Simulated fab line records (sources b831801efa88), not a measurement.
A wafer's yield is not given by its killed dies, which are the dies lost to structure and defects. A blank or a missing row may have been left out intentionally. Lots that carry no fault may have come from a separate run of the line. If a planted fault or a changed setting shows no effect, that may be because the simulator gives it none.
Which tool is to blame? / flow gf180mcu / Sampling: 24 lots, 72 wafers, 3 of 602 route steps

## WHAT EACH GAUGE READ, for each wafer
GF_HV_LDD_OVL_MEAS_32.
lot=L074; measured=day 11 15:52; on=overlay-02; HV_LDD_02_OVL (nm)=-2.3 -2.5 0.3
lot=L075; measured=day 11 23:39; on=overlay-02; HV_LDD_02_OVL (nm)=-2.3 -2.6 -1.5
lot=L076; measured=day 12 07:13; on=overlay-01; HV_LDD_02_OVL (nm)=0.4 1.4 -1.0
lot=L077; measured=day 12 12:49; on=overlay-01; HV_LDD_02_OVL (nm)=0.2 -0.7 0.2
lot=L078; measured=day 13 01:10; on=overlay-02; HV_LDD_02_OVL (nm)=0.8 -1.5 1.2
lot=L079; measured=day 13 04:20; on=overlay-02; HV_LDD_02_OVL (nm)=2.1 -0.8 3.0
lot=L080; measured=day 13 15:06; on=overlay-01; HV_LDD_02_OVL (nm)=-1.5 -2.1 -0.5
lot=L081; measured=day 13 22:10; on=overlay-02; HV_LDD_02_OVL (nm)=-0.7 -3.5 -3.0
lot=L082; measured=day 14 06:52; on=overlay-01; HV_LDD_02_OVL (nm)=1.0 1.2 -0.1
lot=L083; measured=day 14 13:48; on=overlay-01; HV_LDD_02_OVL (nm)=0.7 0.4 2.0
lot=L084; measured=day 14 19:10; on=overlay-01; HV_LDD_02_OVL (nm)=2.6 2.0 0.4
lot=L085; measured=day 15 01:03; on=overlay-01; HV_LDD_02_OVL (nm)=0.3 -0.8 0.7
lot=L086; measured=day 15 12:11; on=overlay-02; HV_LDD_02_OVL (nm)=-1.8 -2.0 -1.4
lot=L087; measured=day 15 17:20; on=overlay-02; HV_LDD_02_OVL (nm)=1.9 1.7 0.7
lot=L088; measured=day 16 03:04; on=overlay-02; HV_LDD_02_OVL (nm)=-1.0 -0.9 -0.9
lot=L089; measured=day 16 23:50; on=overlay-02; HV_LDD_02_OVL (nm)=2.6 3.0 2.5
lot=L090; measured=day 17 00:18; on=overlay-02; HV_LDD_02_OVL (nm)=1.3 2.4 0.4
lot=L091; measured=day 17 15:04; on=overlay-01; HV_LDD_02_OVL (nm)=-2.2 -1.2 -4.2
lot=L092; measured=day 17 15:22; on=overlay-02; HV_LDD_02_OVL (nm)=-2.9 -0.4 -3.6
lot=L093; measured=day 18 09:10; on=overlay-01; HV_LDD_02_OVL (nm)=1.4 -0.5 -0.8
lot=L094; measured=day 18 09:28; on=overlay-02; HV_LDD_02_OVL (nm)=-2.7 -2.6 -3.9
lot=L095; measured=day 18 19:46; on=overlay-02; HV_LDD_02_OVL (nm)=1.7 0.5 -0.1
lot=L096; measured=day 18 20:14; on=overlay-01; HV_LDD_02_OVL (nm)=-1.0 0.2 -0.3
lot=L097; measured=day 19 13:00; on=overlay-02; HV_LDD_02_OVL (nm)=-0.3 -1.3 -2.6

GF_M5_CD_MEAS_07: target cd 280 nm.
lot=L074; measured=day 26 07:11; on=cd sem-02; cd nm (nm)=281.1 280.8 282.7
lot=L075; measured=day 26 13:46; on=cd sem-01; cd nm (nm)=280.8 280.6 282.1
lot=L076; measured=day 26 22:38; on=cd sem-02; cd nm (nm)=279.4 278.1 278.2
lot=L077; measured=day 27 02:29; on=cd sem-02; cd nm (nm)=282.8 281.8 282.0
lot=L078; measured=day 27 18:41; on=cd sem-01; cd nm (nm)=281.6 281.2 280.7
lot=L079; measured=day 27 19:23; on=cd sem-01; cd nm (nm)=281.0 280.8 280.1
lot=L080; measured=day 28 02:50; on=cd sem-01; cd nm (nm)=282.1 279.9 281.8
lot=L081; measured=day 28 16:26; on=cd sem-02; cd nm (nm)=279.3 279.5 279.9
lot=L082; measured=day 28 19:13; on=cd sem-01; cd nm (nm)=280.9 279.5 280.4
lot=L083; measured=day 29 00:55; on=cd sem-02; cd nm (nm)=281.8 282.2 281.4
lot=L084; measured=day 29 08:34; on=cd sem-01; cd nm (nm)=279.4 278.9 279.3
lot=L085; measured=day 29 15:58; on=cd sem-02; cd nm (nm)=279.6 278.3 280.2
lot=L086; measured=day 30 04:44; on=cd sem-02; cd nm (nm)=279.6 281.2 280.0
lot=L087; measured=day 30 05:23; on=cd sem-01; cd nm (nm)=280.9 280.1 280.0
lot=L088; measured=day 30 10:29; on=cd sem-01; cd nm (nm)=279.2 278.7 280.4
lot=L089; measured=day 31 07:47; on=cd sem-01; cd nm (nm)=279.5 279.8 280.2
lot=L090; measured=day 31 09:26; on=cd sem-02; cd nm (nm)=280.5 280.7 280.8
lot=L091; measured=day 31 19:47; on=cd sem-01; cd nm (nm)=281.6 281.4 280.9
lot=L092; measured=day 31 22:37; on=cd sem-01; cd nm (nm)=278.2 278.4 277.3
lot=L093; measured=day 32 07:15; on=cd sem-01; cd nm (nm)=281.3 282.1 281.9
lot=L094; measured=day 32 08:25; on=cd sem-02; cd nm (nm)=278.8 278.2 278.5
lot=L095; measured=day 32 15:14; on=cd sem-02; cd nm (nm)=280.2 280.7 281.5
lot=L096; measured=day 32 18:16; on=cd sem-02; cd nm (nm)=278.4 278.8 279.7
lot=L097; measured=day 33 01:16; on=cd sem-02; cd nm (nm)=279.8 280.0 279.7

## WHAT TOOL EACH LOT RAN ON (gives the tool, then ch and the chambers of the sampled wafers, and finally the start)
lot=L074; GF_VT_IMPLANT_STRIP_42=plasma asher-04 ch 0, day 7 14:28
lot=L075; GF_VT_IMPLANT_STRIP_42=plasma asher-03 ch 0,1, day 7 21:23
lot=L076; GF_VT_IMPLANT_STRIP_42=plasma asher-02 ch 0,1, day 8 04:04
lot=L077; GF_VT_IMPLANT_STRIP_42=plasma asher-02 ch 0,1, day 8 08:53
lot=L078; GF_VT_IMPLANT_STRIP_42=plasma asher-03 ch 0,1, day 8 17:40
lot=L079; GF_VT_IMPLANT_STRIP_42=plasma asher-02 ch 0,1, day 8 23:32
lot=L080; GF_VT_IMPLANT_STRIP_42=plasma asher-04 ch 0,1, day 9 07:17
lot=L081; GF_VT_IMPLANT_STRIP_42=plasma asher-04 ch 0,1, day 9 13:01
lot=L082; GF_VT_IMPLANT_STRIP_42=plasma asher-04 ch 0,1, day 9 21:37
lot=L083; GF_VT_IMPLANT_STRIP_42=plasma asher-02 ch 0,1, day 10 02:55
lot=L084; GF_VT_IMPLANT_STRIP_42=plasma asher-02 ch 0,1, day 10 08:16
lot=L085; GF_VT_IMPLANT_STRIP_42=plasma asher-03 ch 0,1, day 10 14:58
lot=L086; GF_VT_IMPLANT_STRIP_42=plasma asher-03 ch 0,1, day 10 22:16
lot=L087; GF_VT_IMPLANT_STRIP_42=plasma asher-04 ch 0,1, day 11 05:29
lot=L088; GF_VT_IMPLANT_STRIP_42=plasma asher-03 ch 0,1, day 11 15:01
lot=L089; GF_VT_IMPLANT_STRIP_42=plasma asher-03 ch 0,1, day 11 21:00
lot=L090; GF_VT_IMPLANT_STRIP_42=plasma asher-03 ch 0,1, day 12 01:33
lot=L091; GF_VT_IMPLANT_STRIP_42=plasma asher-03 ch 0,1, day 12 14:41
lot=L092; GF_VT_IMPLANT_STRIP_42=plasma asher-03 ch 0, day 12 18:25
lot=L093; GF_VT_IMPLANT_STRIP_42=plasma asher-04 ch 0,1, day 13 01:37
lot=L094; GF_VT_IMPLANT_STRIP_42=plasma asher-04 ch 0, day 13 05:41
lot=L095; GF_VT_IMPLANT_STRIP_42=plasma asher-02 ch 0,1, day 13 12:49
lot=L096; GF_VT_IMPLANT_STRIP_42=plasma asher-02 ch 0,1, day 13 18:48
lot=L097; GF_VT_IMPLANT_STRIP_42=plasma asher-02 ch 0,1, day 13 23:34
- GF_VT_IMPLANT_STRIP_42: strips in O2/N2.

## AS READ BY THE TOOLS THEMSELVES (means over the sampled wafers that have a number; for cases with no such wafer, the mark the record gives instead)
GF_VT_IMPLANT_STRIP_42.
lot=L074; tool=plasma asher-04; drypump motor current A (A)=5.85; heater power w (W)=346; o2 flow sccm (sccm)=3003; oes product au (a.u.)=0.719; strip time to endpoint s (s)=12.63
lot=L075; tool=plasma asher-03; drypump motor current A (A)=5.97; heater power w (W)=354; o2 flow sccm (sccm)=3004; oes product au (a.u.)=0.713; strip time to endpoint s (s)=12.60
lot=L076; tool=plasma asher-02; drypump motor current A (A)=6.22; heater power w (W)=333; o2 flow sccm (sccm)=2994; oes product au (a.u.)=0.720; strip time to endpoint s (s)=12.58
lot=L077; tool=plasma asher-02; drypump motor current A (A)=6.15; heater power w (W)=330; o2 flow sccm (sccm)=2999; oes product au (a.u.)=0.717; strip time to endpoint s (s)=12.57
lot=L078; tool=plasma asher-03; drypump motor current A (A)=6.12; heater power w (W)=369; o2 flow sccm (sccm)=2988; oes product au (a.u.)=0.709; strip time to endpoint s (s)=12.61
lot=L079; tool=plasma asher-02; drypump motor current A (A)=6.17; heater power w (W)=332; o2 flow sccm (sccm)=2999; oes product au (a.u.)=0.715; strip time to endpoint s (s)=12.65
lot=L080; tool=plasma asher-04; drypump motor current A (A)=6.09; heater power w (W)=326; o2 flow sccm (sccm)=3000; oes product au (a.u.)=0.710; strip time to endpoint s (s)=12.57
lot=L081; tool=plasma asher-04; drypump motor current A (A)=6.09; heater power w (W)=324; o2 flow sccm (sccm)=3011; oes product au (a.u.)=0.712; strip time to endpoint s (s)=12.66
lot=L082; tool=plasma asher-04; drypump motor current A (A)=5.96; heater power w (W)=340; o2 flow sccm (sccm)=3000; oes product au (a.u.)=0.718; strip time to endpoint s (s)=12.63
lot=L083; tool=plasma asher-02; drypump motor current A (A)=6.20; heater power w (W)=326; o2 flow sccm (sccm)=3009; oes product au (a.u.)=0.712; strip time to endpoint s (s)=12.67
lot=L084; tool=plasma asher-02; drypump motor current A (A)=6.17; heater power w (W)=338; o2 flow sccm (sccm)=2994; oes product au (a.u.)=0.714; strip time to endpoint s (s)=12.68
lot=L085; tool=plasma asher-03; drypump motor current A (A)=6.13; heater power w (W)=367; o2 flow sccm (sccm)=3001; oes product au (a.u.)=0.718; strip time to endpoint s (s)=12.63
lot=L086; tool=plasma asher-03; drypump motor current A (A)=5.95; heater power w (W)=351; o2 flow sccm (sccm)=2997; oes product au (a.u.)=0.707; strip time to endpoint s (s)=12.64
lot=L087; tool=plasma asher-04; drypump motor current A (A)=5.98; heater power w (W)=335; o2 flow sccm (sccm)=2998; oes product au (a.u.)=0.715; strip time to endpoint s (s)=12.66
lot=L088; tool=plasma asher-03; drypump motor current A (A)=6.12; heater power w (W)=362; o2 flow sccm (sccm)=3011; oes product au (a.u.)=0.715; strip time to endpoint s (s)=12.67
lot=L089; tool=plasma asher-03; drypump motor current A (A)=6.10; heater power w (W)=365; o2 flow sccm (sccm)=3002; oes product au (a.u.)=0.712; strip time to endpoint s (s)=12.67
lot=L090; tool=plasma asher-03; drypump motor current A (A)=5.94; heater power w (W)=354; o2 flow sccm (sccm)=3004; oes product au (a.u.)=0.713; strip time to endpoint s (s)=12.65
lot=L091; tool=plasma asher-03; drypump motor current A (A)=5.93; heater power w (W)=353; o2 flow sccm (sccm)=3001; oes product au (a.u.)=0.715; strip time to endpoint s (s)=12.64
lot=L092; tool=plasma asher-03; drypump motor current A (A)=5.74; heater power w (W)=335; o2 flow sccm (sccm)=2995; oes product au (a.u.)=0.718; strip time to endpoint s (s)=12.63
lot=L093; tool=plasma asher-04; drypump motor current A (A)=5.98; heater power w (W)=331; o2 flow sccm (sccm)=2989; oes product au (a.u.)=0.716; strip time to endpoint s (s)=12.61
lot=L094; tool=plasma asher-04; drypump motor current A (A)=5.85; heater power w (W)=349; o2 flow sccm (sccm)=3005; oes product au (a.u.)=0.716; strip time to endpoint s (s)=12.65
lot=L095; tool=plasma asher-02; drypump motor current A (A)=6.24; heater power w (W)=341; o2 flow sccm (sccm)=2998; oes product au (a.u.)=0.716; strip time to endpoint s (s)=12.64
lot=L096; tool=plasma asher-02; drypump motor current A (A)=6.18; heater power w (W)=328; o2 flow sccm (sccm)=3001; oes product au (a.u.)=0.715; strip time to endpoint s (s)=12.61
lot=L097; tool=plasma asher-02; drypump motor current A (A)=6.18; heater power w (W)=332; o2 flow sccm (sccm)=3009; oes product au (a.u.)=0.720; strip time to endpoint s (s)=12.67

## THE ANSWER, worked out from the rows above alone
Rule: what is usual is taken from the lots themselves. Put in order of their means at a reading, lots are off if they are a third of the lots or fewer, leave a main group of 4 or more, and stand apart from it by a gap of 3 or more times the standard deviation of the main group's means; of several such gaps the widest counts. A main group whose means are all the same, to the digits that the tables above print for the reading, isn't used. A lot without any number at a reading at which 4 lots or more have one is off too. The other lots that the step has rows for count as sound. First the gauges in route order, then the tools' own readings, where a lot's mean is used as printed above. At the first step where some lot is off, the reading lying furthest off is the one used; lots without a number count as furthest.
None of the lots is off at any reading shown; this tells nothing.

## WHAT THE SIMULATOR HAD PUT IN
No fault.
